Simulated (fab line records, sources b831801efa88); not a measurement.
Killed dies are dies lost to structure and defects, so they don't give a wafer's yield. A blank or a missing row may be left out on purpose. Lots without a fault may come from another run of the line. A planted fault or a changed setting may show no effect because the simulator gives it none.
A struck lot beside a sound one | flow sky130 | 16 steps out of a route of 708
Sound: wafers L834.1, L834.4, L834.6. Struck: wafers L844.3, L844.5, L844.6. The cause comes at the end.
At each step with rows: each side's tool, then ch and its chambers, then its first start. Under that, the readings that differ: sound wafers | struck wafers | difference of the means | sigmas: that difference in standard deviations of wafers without a fault.
alike: readings whose means differ by less than 2 such deviations, and words and numbers that are the same on both sides. not compared: withheld readings, readings that some wafer has no value for, bounds like >300 that may hide the same value, and numbers for which the record gives no deviation and whose values overlap.
The two part at a step that has a row with sigmas, a row that says differs or no value, or rows on one side only. Numbers that don't overlap but have no deviation are shown without sigmas and don't part them. A reading that every wafer of one side lacks parts them only if that side has two wafers or more.

first, 1 step without rows for these wafers: SKY_FIELD_ISO_CVD_03 (deposits Si3N4 from DCS/NH3, target thk 165 nm, time 2830 s).
SKY_FIELD_ISO_THK_MEAS_04:
  sound on film_metro-02, day 2 08:20; struck on film_metro-03, day 4 09:35
  alike: FIELD_ISO_CVD_03_THK
then, 8 steps without rows for these wafers: SKY_FIELD_ISO_DEHYDRATE_05 (time 60 s); SKY_FIELD_ISO_HMDS_06 (prime time 60 s); SKY_FIELD_ISO_COAT_07 (resist thk 60 nm); SKY_FIELD_ISO_COAT_08 (resist thk 450 nm); SKY_FIELD_ISO_SOFTBAKE_09 (time 90 s); SKY_FIELD_ISO_EXPOSE_10 (exposes mask FOM, target cd 150 nm); SKY_FIELD_ISO_PEB_11; SKY_FIELD_ISO_DEVELOP_12 (develop time 60 s).
SKY_FIELD_ISO_CD_MEAS_13: target cd 150 nm.
  sound on cd_sem-01, day 2 22:26; struck on cd_sem-02, day 5 03:09
  alike: cd_nm
SKY_FIELD_ISO_ETCH_14: etches BARC in N2/H2, stops on SiO2, time 45.9 s, target depth 60 nm.
  sound on rie_diel-04 ch 2,3, day 2 22:34; struck on rie_diel-01 ch 0,3, day 5 03:14
  alike: chamber_pressure_mTorr, drypump_motor_current_A, oes_product_au, run_length_s, throttle_valve_pct
  not compared: rf_hours_counter_h
SKY_FIELD_ISO_ETCH_15: etches the open film in CHF3/O2, stops on Si, target depth 180 nm, time 72 s.
  sound on rie_diel-04 ch 2,3, day 2 22:37; struck on rie_diel-01 ch 0,3, day 5 03:16
  reading                                          | sound             | struck            | difference | sigmas
  oes_product_au (a.u.)                            | 0.959 0.955 0.942 | 1.006 0.997 0.990 | +0.046     | +7
  run_length_s (s)                                 | 100.3 100.4 100.8 | 85.0 84.9 85.4    | -15.4      | -42
  throttle_valve_pct (%)                           | 8.843 8.851 8.830 | 8.871 8.864 8.851 | +0.021     | +2
  model.KrF-thick_of_FIELD_ISO_COAT_08.thk_nm (nm) | 238.6 235.9 235.2 | 268.1 267.7 272.5 | +32.9      |
  model.etch.depth_nm (nm)                         | 166.3 166 164.3   | 143 141.7 139     | -24        |
  alike: chamber_pressure_mTorr, drypump_motor_current_A
  not compared: rf_hours_counter_h
SKY_FIELD_ISO_STRIP_16: strips in O2/N2.
  sound on plasma_asher-03 ch 0,1, day 2 22:40; struck on plasma_asher-02 ch 0,1, day 5 03:22
  reading                      | sound             | struck            | difference | sigmas
  oes_product_au (a.u.)        | 0.381 0.382 0.375 | 0.392 0.384 0.393 | +0.010     | +2
  strip_time_to_endpoint_s (s) | 3.59 3.53 3.53    | 3.89 3.89 3.94    | +0.36      | +9
  alike: chamber_pressure_mTorr, drypump_motor_current_A
  not compared: rf_hours_counter_h
SKY_FIELD_ISO_ETCH_17: etches Si in HBr/Cl2/O2, target depth 342 nm, time 97.7 s.
  sound on rie_si-02 ch 0,2,3, day 2 22:46; struck on rie_si-02 ch 0,3, day 5 03:26
  alike: chamber_pressure_mTorr, drypump_motor_current_A, oes_product_au, run_length_s, throttle_valve_pct
  not compared: rf_hours_counter_h
-- the record jumps here: 45 days lie between the struck wafers' starts before and after (it left off in module FIELD_ISO and takes up again in module PAD_OPEN, whose first step shown is number 708 of the route) --
SKY_PAD_OPEN_PROBE_99:
  the record has rows for the struck wafers here (prober-02, day 49 23:17) and none for the sound ones

WHERE THEY PART
First at SKY_FIELD_ISO_ETCH_15; last, within this record, at SKY_PAD_OPEN_PROBE_99.

WHY: what the simulator had put in
Process parameter drift: rie_diel-01, from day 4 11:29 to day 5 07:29, at SKY_FIELD_ISO_ETCH_15. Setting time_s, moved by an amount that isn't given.
